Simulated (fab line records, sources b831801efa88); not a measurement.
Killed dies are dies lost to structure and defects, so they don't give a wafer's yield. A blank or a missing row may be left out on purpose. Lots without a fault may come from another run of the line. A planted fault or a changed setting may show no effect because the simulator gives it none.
Chamber matching | flow gf180mcu | GF_V3_CMP_04 on cmp-01: 4 sister chambers
The step polishes SiO2. 4 wafers are shown with their chamber, then 12 later ones without.

WAFERS WITH THEIR CHAMBER
wafer  | chamber | motor_current_A (A)
L091.6 | 1       | 10.3
L093.1 | 3       | 10.6
L093.4 | 2       | 11.5
L093.6 | 0       | 10.2

WAFERS WITHOUT THEIR CHAMBER
wafer  | motor_current_A (A)
L094.1 | 9.9
L094.2 | 11.8
L094.3 | 11.1
L095.1 | 11.5
L095.3 | 11.7
L095.4 | 10.5
L096.1 | 10.6
L096.2 | 11.1
L096.4 | 11.1
L097.2 | 11.5
L097.5 | 11.7
L097.6 | 11.1

WHICH CHAMBER EACH WENT THROUGH
wafer  | from the rows above               | in truth
L094.1 | can't be placed: 0 or 1 or 3      | 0
L094.2 | 2                                 | 2
L094.3 | can't be placed: 2 or 3 or 1 or 0 | 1
L095.1 | 2                                 | 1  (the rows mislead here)
L095.3 | 2                                 | 2
L095.4 | can't be placed: 3 or 1 or 0      | 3
L096.1 | can't be placed: 3 or 1 or 0      | 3
L096.2 | can't be placed: 2 or 3 or 1 or 0 | 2
L096.4 | can't be placed: 2 or 3 or 1 or 0 | 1
L097.2 | 2                                 | 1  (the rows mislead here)
L097.5 | 2                                 | 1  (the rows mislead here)
L097.6 | can't be placed: 2 or 3 or 1 or 0 | 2
Placed correctly: 2 of 12. Can't be placed from these rows: 7 (the true chamber is among the candidates in 7). Placed wrongly: 3.
How it was worked out, from the rows above alone: a wafer's distance from a chamber is the root of the sum, over the readings, of the square of ((its reading less the chamber's mean) divided by the reading's scatter). The wafer belongs to the nearest chamber; if the next one is less than 2 further off, it can't be placed. A chamber's mean is the mean of its shown wafers. The scatter: with one shown wafer a chamber, the root of the mean of the squares of how far each hidden wafer lies from its nearest shown one.
